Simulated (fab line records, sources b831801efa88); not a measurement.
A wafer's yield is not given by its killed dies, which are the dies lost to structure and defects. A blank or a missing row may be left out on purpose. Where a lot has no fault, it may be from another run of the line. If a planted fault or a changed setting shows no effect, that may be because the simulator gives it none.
Chamber matching :: flow sky130 :: rie_si-01 running SKY_FIELD_ISO_ETCH_17: 3 sister chambers
The step etches Si in HBr/Cl2/O2, target depth 342 nm, time 97.7 s. 3 wafers are shown with their chamber, then 5 later ones without.

== WAFERS PAIRED WITH THEIR CHAMBERS ==
wafer: L348.3
chamber: 1
drypump_motor_current_A (A): 6.00

wafer: L360.1
chamber: 0
drypump_motor_current_A (A): 5.43

wafer: L360.2
chamber: 2
drypump_motor_current_A (A): 6.02

== WAFERS WITH NO CHAMBER GIVEN ==
wafer: L363.5
drypump_motor_current_A (A): 6.00

wafer: L363.6
drypump_motor_current_A (A): 5.98

wafer: L365.3
drypump_motor_current_A (A): 6.01

wafer: L365.5
drypump_motor_current_A (A): 5.99

wafer: L365.6
drypump_motor_current_A (A): 5.99

== EACH ONE'S CHAMBER ==
wafer: L363.5
from the rows above: can't be placed: 1 or 2
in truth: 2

wafer: L363.6
from the rows above: can't be placed: 1 or 2
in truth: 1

wafer: L365.3
from the rows above: can't be placed: 1 or 2
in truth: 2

wafer: L365.5
from the rows above: can't be placed: 1 or 2
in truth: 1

wafer: L365.6
from the rows above: can't be placed: 1 or 2
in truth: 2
Correct placement for 0 of the 5. Not placeable from these rows: 5 (in 5, the candidates include the true chamber). Placed wrongly: 0.
How it was worked out, from the rows above alone: a wafer's distance from a chamber is the root of the sum, over the readings, of the square of ((its reading less the chamber's mean) divided by the reading's scatter). The wafer belongs to the nearest chamber; if the next one is less than 2 further off, it can't be placed. A chamber's mean is the mean of its shown wafers. The scatter: with one shown wafer a chamber, the root of the mean of the squares of how far each hidden wafer lies from its nearest shown one.
